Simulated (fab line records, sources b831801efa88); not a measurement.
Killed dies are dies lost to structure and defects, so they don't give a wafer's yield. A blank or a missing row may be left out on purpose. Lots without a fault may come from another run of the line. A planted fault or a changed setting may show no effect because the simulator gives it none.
Which tool did it? | flow sky130 | 7 lots, 21 wafers sampled, at 2 steps of a route of 708

WHAT THE GAUGES READ, wafer by wafer
SKY_VIA3_THK_MEAS_01.
lot  | measured     | on            | VIA3_HDPCVD_THK (nm)
L700 | day 39 04:42 | film_metro-04 | 1623 1645 1649
L705 | day 41 00:54 | film_metro-04 | 1635 1626 1640
L710 | day 42 06:27 | film_metro-01 | 1647 1623 1630
L712 | day 42 20:41 | film_metro-02 | 1644 1655 1655
L716 | day 43 19:34 | film_metro-01 | 1637 1610 1626
L718 | day 44 08:50 | film_metro-04 | 1612 1619 1622
L721 | day 45 03:06 | film_metro-01 | 1642 1617 1631

WHICH TOOL RAN EACH LOT (tool, then ch and the chambers of the sampled wafers, then the start)
lot  | SKY_METAL3_DESCUM_15
L700 | rie_metal-02 ch 0,1, day 39 03:36
L705 | rie_metal-03 ch 0,1, day 40 23:49
L710 | rie_metal-02 ch 0,1, day 42 05:20
L712 | rie_metal-03 ch 0,1, day 42 19:23
L716 | rie_metal-03 ch 0,1, day 43 18:29
L718 | rie_metal-02 ch 0, day 44 07:46
L721 | rie_metal-01 ch 0,1, day 45 02:01
- SKY_METAL3_DESCUM_15: chemistry O2, time 8 s.

THE ANSWER, worked out from the rows above alone
Rule: what is usual is taken from the lots themselves. Put in order of their means at a reading, lots are off if they are a third of the lots or fewer, leave a main group of 4 or more, and stand apart from it by a gap of 3 or more times the standard deviation of the main group's means; of several such gaps the widest counts. A main group whose means are all the same, to the digits that the tables above print for the reading, isn't used. A lot without any number at a reading at which 4 lots or more have one is off too. The other lots that the step has rows for count as sound.
No lot is off at any reading shown: from this, nothing can be told.

WHAT THE SIMULATOR HAD PUT IN
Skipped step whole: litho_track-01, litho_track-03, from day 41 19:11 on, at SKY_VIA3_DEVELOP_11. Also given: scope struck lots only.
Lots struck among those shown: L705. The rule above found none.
